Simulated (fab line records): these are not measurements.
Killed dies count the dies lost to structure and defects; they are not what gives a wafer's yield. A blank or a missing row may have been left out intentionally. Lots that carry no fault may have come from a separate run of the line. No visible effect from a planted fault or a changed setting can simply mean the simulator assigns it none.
fab line records	flow sky130
record lots=7	wafers=18	lastDay=49
route steps=708 shown FIELD_ISO@13 PAD_OPEN@708
lots with no fault: from the same line, run without faults
startH: hours from the record's opening day to when the first of the lot's shown wafers began	waitH: how many hours have passed since the lot's step before this one	" identical to the entry in the row above	L1.1+2: one row covering several wafers at once	- either no value or no given start	* or withheld: withheld	< > ~ a bound
route shown NAME@n: NAME is a module with steps in the file, n the number in the route of the first one	usual: mean and standard deviation over wafers with no fault	same: alike in all rows	chamber/n: place in a boat	sites: per-site readings	_std_site: standard deviation across them	_edge_site: mean of outer sites minus mean of inner sites	radiusMm: how far each site lies from the wafer's centre	mask NAME#n: copy n	behind: the last tool/chamber to shape the wafer	hold: why the lot went on hold/how many hours it stayed there/how the hold came to an end	device: whichever transistor did not switch (one of n, p or np)	end of line: the tests these same wafers got at the end of their route	a step given without rows: its recipe and nothing more	killed: not the wafer's yield, but the dies lost to structure and defects at the first sort	map: shows each die of a wafer: x if killed, . if not, _ if none is there
set.NAME: the setting that was run; set.NAME@STEP: the one run at that earlier step	model.NAME: the simulator's own value behind a step, which no gauge read
lots at some steps of the route; a table a step, a row a wafer
services: from which hour (startH, from the record's first day; less than 0 if before it) a tool's chamber was out of use, for how many hours, and why
## steps
# step SKY_FIELD_ISO_DEVELOP_12
# recipe developTimeS=60	resist=KrF-thick	devTempC=21
# step SKY_FIELD_ISO_CD_MEAS_13
# recipe targetCdNm=150
# usual cdNm=149.6/1.6
lot.wafer	tool	chamber	startH	waitH	cdNm
L248.1	cdSem-02	-	33.93	-	150.1
L248.4	"	-	"	"	149.7
L248.5	"	-	"	"	147.6
L251.3	cdSem-01	-	50.68	-	149.0
L251.4	"	-	"	"	148.2
L251.5	"	-	"	"	150.3
L255.3	cdSem-02	-	72.61	-	145.5
L255.5	"	-	"	"	146.9
L256.1	cdSem-01	-	75.49	-	150.3
L256.5	"	-	"	"	151.8
L258.3	cdSem-02	-	85.11	-	148.8
L258.5	"	-	"	"	150.2
L261.1	cdSem-01	-	103.49	-	150.1
L261.2	"	-	"	"	152.5
L261.5	"	-	"	"	149.6
L263.4	cdSem-02	-	112.40	-	149.2
L263.5	"	-	"	"	148.7
L263.6	"	-	"	"	149.9
# step SKY_FIELD_ISO_ETCH_14
# recipe chemistry=N2/H2	target=BARC	ionEnergyEv=200	sourceW=500	biasW=100	pressureMtorr=30	n2FlowSccm=100	h2FlowSccm=200	stopOn=SiO2	timeS=45.9	targetDepthA=600
# usual biasW=100.02/0.29	chamberPressureMTorr=30.000/0.025	drypumpMotorCurrentA=5.6/0.44	oesProductAu=0.853/0.0048	throttleValvePct=13.224/0.01
lot.wafer	tool	chamber	startH	waitH	biasW	chamberPressureMTorr	drypumpMotorCurrentA	oesProductAu	rfHoursCounterH	throttleValvePct
L248.1	rieDiel-04	3	34.05	0.1	100.17	29.999	5.6	0.859	18	13.221
L248.4	"	1	"	"	100.30	29.993	6.0	0.861	-	13.223
L248.5	"	0	"	"	99.93	29.978	6.0	0.862	-	13.214
L251.3	rieDiel-01	1	50.76	0.1	100.16	29.980	5.2	0.851	6	13.236
L251.4	"	0	"	"	100.09	29.977	5.7	0.865	-	13.223
L251.5	"	3	"	"	100.19	29.964	5.7	0.856	-	13.218
L255.3	rieDiel-01	2	72.69	0.1	99.86	29.983	4.7	0.857	162	13.219
L255.5	"	0	"	"	99.90	30.057	5.7	0.846	-	13.212
L256.1	rieDiel-04	0	75.61	0.1	100.05	30.049	6.0	0.852	6	13.201
L256.5	"	3	"	"	101.10	29.992	5.6	0.842	-	13.218
L258.3	rieDiel-03	0	85.19	0.1	99.86	29.982	6.4	0.851	88	13.211
L258.5	"	3	"	"	100.67	29.952	5.2	0.853	-	13.221
L261.1	rieDiel-04	0	103.61	0.1	100.32	30.024	6.0	0.853	7	13.235
L261.2	"	2	"	"	100.01	30.015	5.3	0.848	107	13.226
L261.5	"	2	"	"	100.01	30.002	5.3	0.853	-	13.228
L263.4	rieDiel-04	1	112.46	0.0	99.95	30.004	6.0	0.850	27	13.220
L263.5	"	3	"	"	100.17	30.025	5.6	0.858	-	13.243
L263.6	"	2	"	"	99.82	29.979	5.4	0.860	-	13.231
# step SKY_FIELD_ISO_ETCH_15
# recipe chemistry=CHF3/O2	targetDepthNm=180	stopOn=Si	sourceW=600	biasW=200	pressureMtorr=40	chf3FlowSccm=50	O2_flow_sccm=5	timeS=72
# usual biasW=200.0/0.63	chamberPressureMTorr=40.00/0.035	drypumpMotorCurrentA=5.6/0.45	oesProductAu=0.946/0.0063	throttleValvePct=8.843/0.0093
lot.wafer	tool	chamber	startH	waitH	biasW	chamberPressureMTorr	drypumpMotorCurrentA	oesProductAu	rfHoursCounterH	throttleValvePct
L248.1	rieDiel-04	3	34.09	0.0	201.5	39.96	5.6	0.948	18	8.847
L248.4	"	1	"	"	198.8	39.97	6.0	0.948	-	8.840
L248.5	"	0	"	"	200.5	40.03	6.0	0.946	-	8.832
L251.3	rieDiel-01	1	50.81	0.0	200.0	40.01	5.2	0.958	6	8.863
L251.4	"	0	"	"	199.9	40.01	5.7	0.939	-	8.850
L251.5	"	3	"	"	201.1	40.01	5.7	0.944	-	8.849
L255.3	rieDiel-01	2	72.74	0.0	200.3	39.99	4.7	0.936	162	8.848
L255.5	"	0	"	"	200.6	40.01	5.7	0.944	-	8.839
L256.1	rieDiel-04	0	75.65	0.0	199.6	39.89	5.9	0.951	6	8.830
L256.5	"	3	"	"	200.3	39.98	5.6	0.943	-	8.838
L258.3	rieDiel-03	0	85.24	0.0	200.9	40.02	6.4	0.938	88	8.869
L258.5	"	3	"	"	200.8	40.01	5.2	0.938	-	8.839
L261.1	rieDiel-04	0	103.65	0.0	199.6	40.02	6.0	0.948	7	8.846
L261.2	"	2	"	"	199.5	40.04	5.3	0.940	107	8.833
L261.5	"	2	"	"	198.9	40.00	5.3	0.948	-	8.850
L263.4	rieDiel-04	1	112.50	0.0	199.6	39.96	6.0	0.944	27	8.857
L263.5	"	3	"	"	199.4	39.98	5.6	0.937	-	8.825
L263.6	"	2	"	"	199.5	39.98	5.3	0.941	-	8.831
# step SKY_FIELD_ISO_STRIP_16
# recipe chemistry=O2/N2	powerW=1400	pressureMtorr=1500	platenTempC=withheld	o2FlowSccm=3000	n2FlowSccm=300	overashFraction=0.5
# usual chamberPressureMTorr=1500.1/1.3	drypumpMotorCurrentA=5.75/0.26	oesProductAu=0.378/0.0051	stripTimeToEndpointS=3.552/0.028
lot.wafer	tool	chamber	startH	waitH	chamberPressureMTorr	drypumpMotorCurrentA	oesProductAu	rfHoursCounterH	stripTimeToEndpointS
L248.1	plasmaAsher-04	1	34.14	0.0	1500.8	5.69	0.375	36	3.572
L248.4	"	1	"	"	1503.3	5.74	0.385	-	3.575
L248.5	"	1	"	"	1501.7	5.71	0.385	-	3.581
L251.3	plasmaAsher-03	1	50.90	0.1	1499.9	5.54	0.381	-	3.592
L251.4	"	0	"	"	1499.8	5.23	0.377	-	3.543
L251.5	"	1	"	"	1500.9	5.56	0.370	-	3.551
L255.3	plasmaAsher-04	1	72.83	0.1	1502.0	5.66	0.382	-	3.512
L255.5	"	1	"	"	1499.8	5.67	0.378	-	3.566
L256.1	plasmaAsher-04	1	75.70	0.0	1499.3	5.73	0.369	40	3.531
L256.5	"	1	"	"	1500.2	5.72	0.374	-	3.554
L258.3	plasmaAsher-02	1	85.33	0.1	1498.0	6.09	0.380	-	3.560
L258.5	"	1	"	"	1501.1	6.10	0.380	-	3.574
L261.1	plasmaAsher-04	0	103.70	0.0	1499.3	5.80	0.380	43	3.512
L261.2	"	1	"	"	1500.8	5.70	0.383	43	3.528
L261.5	"	0	"	"	1500.1	5.79	0.383	-	3.538
L263.4	plasmaAsher-04	1	112.59	0.1	1499.6	5.69	0.375	-	3.553
L263.5	"	0	"	"	1498.4	5.78	0.379	-	3.530
L263.6	"	1	"	"	1499.7	5.72	0.379	-	3.550
# step SKY_FIELD_ISO_ETCH_17
# recipe targetDepthA=3420	maskMaterial=Si3N4	chemistry=HBr/Cl2/O2	target=Si	taperDeg=5	icpW=600	biasW=150	pressureMtorr=15	HBr_flow_sccm=150	Cl2_flow_sccm=40	O2_flow_sccm=6	timeS=97.7
# usual HBr_flow_sccm=150.0/0.46	biasW=150.0/0.42	chamberPressureMTorr=14.999/0.012	drypumpMotorCurrentA=6.1/0.42	oesProductAu=0.998/0.011	throttleValvePct=25.657/0.011
lot.wafer	tool	chamber	startH	waitH	HBr_flow_sccm	biasW	chamberPressureMTorr	drypumpMotorCurrentA	oesProductAu	rfHoursCounterH	throttleValvePct
L248.1	rieSi-02	0	34.24	0.1	150.3	149.6	15.010	6.3	0.987	141	25.656
L248.4	"	1	"	"	149.6	150.1	14.998	6.8	1.001	70	25.639
L248.5	"	2	"	"	150.6	149.9	15.024	6.5	0.997	-	25.664
L251.3	rieSi-01	1	50.96	0.0	149.5	149.9	14.995	5.7	0.997	12	25.669
L251.4	"	3	"	"	150.5	150.0	15.016	5.6	0.986	24	25.661
L251.5	"	0	"	"	150.4	150.3	14.995	6.3	0.996	-	25.647
L255.3	rieSi-02	3	72.89	0.0	150.0	149.8	15.000	5.9	1.008	48	25.641
L255.5	"	3	"	"	150.2	149.8	15.009	5.8	1.002	-	25.662
L256.1	rieSi-01	1	75.80	0.1	150.2	150.1	15.013	5.7	0.976	12	25.678
L256.5	"	0	"	"	150.1	149.6	14.974	6.3	0.997	-	25.669
L258.3	rieSi-01	3	85.39	0.0	150.0	149.6	14.982	5.7	0.981	24	25.656
L258.5	"	2	"	"	150.2	149.9	14.989	5.4	1.003	-	25.657
L261.1	rieSi-02	0	103.80	0.1	149.6	148.8	15.016	6.3	0.993	142	25.646
L261.2	"	3	"	"	149.3	150.5	15.016	5.8	0.998	48	25.657
L261.5	"	1	"	"	149.8	150.1	14.998	6.7	1.015	-	25.649
L263.4	rieSi-01	0	112.65	0.0	149.7	150.2	15.009	6.3	1.021	114	25.644
L263.5	"	3	"	"	150.4	149.7	14.988	5.6	0.995	-	25.650
L263.6	"	0	"	"	149.9	150.6	14.985	6.2	1.007	-	25.652
# step SKY_FIELD_ISO_WET_ETCH_18
# recipe chemistry=H3PO4	targetDepthNm=25	tempC=160	target=Si3N4	timeS=286
# step SKY_FIELD_ISO_CLEAN_19
# recipe chemistry=SC1/SC2	mix=1:4:20	tempC=70	timeS=150
# step SKY_FIELD_ISO_CLEAN_20
# recipe chemistry=dHF	timeS=20	dilution=100:1
# step SKY_FIELD_ISO_WET_ETCH_21
# recipe chemistry=dHF	dilution=100:1	targetDepthNm=20	dry=ipaMarangoni	target=SiO2	tempC=25	timeS=400
# step SKY_FIELD_ISO_OXIDATION_22
# recipe tempC=950	ambient=O2	stabiliseS=600	purgeS=300	targetThkA=100	oxTimeS=623
# step SKY_FIELD_ISO_THK_MEAS_23
# recipe reads=SiO2_of_FIELD_ISO_OXIDATION_22
# usual FIELD_ISO_OXIDATION_01_THK=9.83/0.21
lot.wafer	tool	chamber	startH	waitH	FIELD_ISO_OXIDATION_01_THK[nm]
L248.1	filmMetro-02	-	36.51	0.0	9.72
L248.4	"	-	"	"	9.48
L248.5	"	-	"	"	9.52
L251.3	filmMetro-03	-	53.93	0.0	9.80
L251.4	"	-	"	"	9.74
L251.5	"	-	"	"	9.51
L255.3	filmMetro-03	-	76.67	0.0	10.02
L255.5	"	-	"	"	9.86
L256.1	filmMetro-03	-	79.34	0.0	10.05
L256.5	"	-	"	"	9.92
L258.3	filmMetro-02	-	88.28	0.0	9.88
L258.5	"	-	"	"	9.74
L261.1	filmMetro-02	-	109.97	0.0	9.87
L261.2	"	-	"	"	9.67
L261.5	"	-	"	"	9.76
L263.4	filmMetro-02	-	121.25	0.0	9.92
L263.5	"	-	"	"	10.02
L263.6	"	-	"	"	9.88
# step SKY_FIELD_ISO_CVD_24
# recipe material=SiO2	targetThkNm=595	tempC=650	sigmaOpenFrac=0.3	timeS=99.2	sih4FlowSccm=60	pressureMtorr=6
# usual sih4FlowSccm=59.98/0.18
lot.wafer	tool	chamber	startH	waitH	sih4FlowSccm	model.SiO2_of_FIELD_ISO_CVD_24.thkNm
L248.1	hdpcvd-02	2	36.57	0.1	60.07	601.6
L248.4	"	1	"	"	60.09	606.3
L248.5	"	2	"	"	60.23	608.4
L251.3	hdpcvd-02	0	53.97	0.0	60.29	600.6
L251.4	"	1	"	"	60.02	604.7
L251.5	"	2	"	"	60.09	601.3
L255.3	hdpcvd-02	1	76.71	0.0	60.21	644.8
L255.5	"	1	"	"	60.16	654.1
L256.1	hdpcvd-02	0	79.40	0.1	60.13	593.1
L256.5	"	1	"	"	60.01	649.2
L258.3	hdpcvd-02	1	88.32	0.0	60.36	642.5
L258.5	"	1	"	"	59.85	641.4
L261.1	hdpcvd-01	0	110.03	0.1	60.18	595.6
L261.2	"	2	"	"	59.70	600
L261.5	"	0	"	"	60.18	597.4
L263.4	hdpcvd-01	2	121.32	0.1	59.87	599.6
L263.5	"	0	"	"	59.89	593.4
L263.6	"	1	"	"	60.17	598.1
# step SKY_FIELD_ISO_THK_MEAS_25
# recipe reads=SiO2_of_FIELD_ISO_CVD_24
# usual FIELD_ISO_CVD_24_THK=599/5.5
lot.wafer	tool	chamber	startH	waitH	FIELD_ISO_CVD_24_THK[nm]
L248.1	filmMetro-04	-	36.65	0.0	601
L248.4	"	-	"	"	606
L248.5	"	-	"	"	609
L251.3	filmMetro-02	-	54.06	0.1	601
L251.4	"	-	"	"	605
L251.5	"	-	"	"	601
L255.3	filmMetro-04	-	76.80	0.1	644
L255.5	"	-	"	"	655
L256.1	filmMetro-03	-	79.47	0.0	593
L256.5	"	-	"	"	649
L258.3	filmMetro-04	-	88.41	0.1	643
L258.5	"	-	"	"	642
L261.1	filmMetro-03	-	110.10	0.0	596
L261.2	"	-	"	"	600
L261.5	"	-	"	"	597
L263.4	filmMetro-04	-	121.38	0.0	599
L263.5	"	-	"	"	594
L263.6	"	-	"	"	598
# step SKY_FIELD_ISO_ANNEAL_26
# recipe tempC=1000	timeS=1800	ambient=N2
# step SKY_PAD_OPEN_PROBE_99
# usual killed_at_M0_to_M3=44/7.3	killed_at_M4_up=3.2/1.8	killedAtContacts=24/5.4	killedAtFrontEnd=16/4.4	killedAtOther=0.3/0.48	killedDies=86/9.5	killedOpen=47/7.7	killedShort=39/6.4
# same grossDies=492	killedAtBackSide=0
lot.wafer	tool	chamber	startH	waitH	killed_at_M0_to_M3	killed_at_M4_up	killedAtContacts	killedAtFrontEnd	killedAtOther	killedDies	killedOpen	killedShort
L251.3	prober-02	-	1096.14	0.2	43	5	33	10	1	92	50	42
L251.4	prober-02	-	1096.19	0.2	39	3	24	9	0	75	43	32
L251.5	prober-02	-	1096.24	0.2	42	3	29	15	0	89	45	44
L255.5	prober-02	-	1119.51	0.2	42	6	24	22	0	94	51	43
# killed by level:class
L251.3 VIA1:geometricParticle:open=10 CONTACT:geometricParticle:open=9 LI_CONTACT:geometricParticle:open=9 POLY_GATE:geometricParticle:open=6 VIA2:geometricParticle:open=6 LOCAL_INTERCONNECT:geometricParticle:short=5 VIA1:geometricParticle:short=5 VIA2:geometricParticle:short=5
L251.4 VIA1:geometricParticle:open=12 CONTACT:geometricParticle:open=8 LI_CONTACT:geometricParticle:open=7 VIA3:geometricParticle:open=6 VIA1:geometricParticle:short=6 METAL2:geometricParticle:short=5 CONTACT:geometricParticle:short=4 METAL1:geometricParticle:short=4
L251.5 VIA1:geometricParticle:open=9 METAL1:geometricParticle:short=8 CONTACT:geometricParticle:open=8 LI_CONTACT:geometricParticle:open=7 VIA3:geometricParticle:open=7 CONTACT:geometricParticle:short=5 VIA3:geometricParticle:short=5 LI_CONTACT:geometricParticle:short=4
L255.5 CONTACT:geometricParticle:open=11 VIA1:geometricParticle:open=8 VIA2:geometricParticle:open=7 METAL2:geometricParticle:short=6 VIA3:geometricParticle:open=6 FIELD_ISO:geometricParticle:short=5 POLY_GATE:geometricParticle:open=5 LI_CONTACT:geometricParticle:open=5
## services
tool	chamber	startH	hours	kind
rieDiel-03	-	15.77	2.8	pm
hdpcvd-02	-	25.97	1.2	repair
rieDiel-04	2	32.93	1.5	repair
hdpcvd-02	0	36.83	8.1	repair
rieDiel-01	2	47.76	10.7	repair
rieSi-02	-	51.06	14.6	pm
rieDiel-01	1	63.55	2.5	repair
hdpcvd-01	-	66.75	15.0	pm
hdpcvd-01	0	66.75	15.0	ventCycle
hdpcvd-01	1	66.75	15.0	ventCycle
hdpcvd-02	-	83.94	0.8	repair
rieDiel-01	1	104.35	13.0	repair
rieDiel-03	1	104.82	4.7	repair
rieDiel-03	0	105.27	10.3	repair
rieDiel-03	2	106.81	4.0	repair
rieDiel-03	-	108.24	27.9	repair
plasmaAsher-03	-	108.75	9.0	pm
rieDiel-01	2	117.32	-	clean
rieDiel-01	2	117.32	14.9	scheduledDown
rieDiel-01	2	117.32	14.9	ventCycle
rieSi-02	0	118.03	-	clean
rieSi-02	0	118.03	15.6	scheduledDown
rieSi-02	0	118.03	15.6	ventCycle
hdpcvd-02	0	120.87	5.6	repair
## key
firstSign step=SKY_FIELD_ISO_THK_MEAS_25	reading=FIELD_ISO_CVD_24_THK	direction=up	sigmas=8.7	usual=599	struck=646
effect none on later readings
modelEffect step=SKY_FIELD_ISO_CVD_24	value=SiO2_of_FIELD_ISO_CVD_24.thkNm	without=598.9	struck=646.4
metAt SKY_FIELD_ISO_CVD_24
struckWafers L255.3,L255.5,L256.5,L258.3,L258.5
testerLeftOut L255,L256,L258
onsetBetween 53.97 76.71
fault kind=processParameterDrift	tool=hdpcvd-02	chamber=-	onsetH=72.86	steps=SKY_FIELD_ISO_CVD_24	channel=targetThkNm	offset=47.547	shape=step	endH=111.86	scope=struckWafersOnly	actsIn=theseRecipesOnly	stated=595
# testerLeftOut: of these lots the tester's yield and bins aren't shown, on N5 and GAA mostly nor the transistor test; their killed dies are dies lost to structure and defects alone, not to doping, threshold or leakage, so they don't give the yield
